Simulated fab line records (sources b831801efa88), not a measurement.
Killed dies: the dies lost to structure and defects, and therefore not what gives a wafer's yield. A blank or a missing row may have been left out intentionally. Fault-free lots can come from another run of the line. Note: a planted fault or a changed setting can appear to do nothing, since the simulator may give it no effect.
Which tool did it? + flow gf180mcu + route of 602 steps, sampled at 1 step: 12 lots, 36 wafers

## WHAT THE GAUGES READ, wafer by wafer
GF_M3_RS_MEAS_05: uses a four-point probe to measure.
| lot  | measured     | on            | M3_ALCU_RS (ohm/sq)  |
|------|--------------|---------------|----------------------|
| L075 | day 20 23:13 | film metro-03 | 0.0688 0.0694 0.0699 |
| L076 | day 21 10:47 | film metro-02 | 0.0704 0.0693 0.0696 |
| L079 | day 22 05:40 | film metro-03 | 0.0707 0.0707 0.0702 |
| L081 | day 22 23:23 | film metro-02 | 0.0700 0.0701 0.0700 |
| L083 | day 23 22:59 | film metro-03 | 0.0701 0.0701 0.0692 |
| L085 | day 24 13:20 | film metro-04 | 0.0692 0.0688 0.0699 |
| L087 | day 25 08:34 | film metro-03 | 0.0705 0.0698 0.0697 |
| L088 | day 26 00:14 | film metro-03 | 0.0700 0.0696 0.0696 |
| L090 | day 26 14:46 | film metro-02 | 0.0715 0.0703 0.0712 |
| L093 | day 27 09:00 | film metro-03 | 0.0693 0.0701 0.0707 |
| L094 | day 27 12:59 | film metro-02 | 0.0707 0.0708 0.0706 |
| L097 | day 28 08:00 | film metro-02 | 0.0708 0.0710 0.0705 |

## EACH LOT AND THE TOOL THAT RAN IT (in order: tool; ch and the chambers of the sampled wafers; start)
The record shows no process step preceding these readings.

## THE ANSWER, worked out from the rows above alone
Rule: what is usual is taken from the lots themselves. The widest of any qualifying gaps counts: lots, ordered by their means at a reading, are off when they make up no more than a third of the lots, leave a main group of 4 or more, and stand apart from it by 3 or more times the standard deviation of that group's means. A main group is skipped when, at the precision printed for the reading in the tables above, its means are all equal. A lot without any number at a reading at which 4 lots or more have one is off too. Any other lot the step has rows for is counted as sound.
Across all readings shown, no lot is off: no conclusion can be drawn from this.

## WHAT WAS PUT IN BY THE SIMULATOR
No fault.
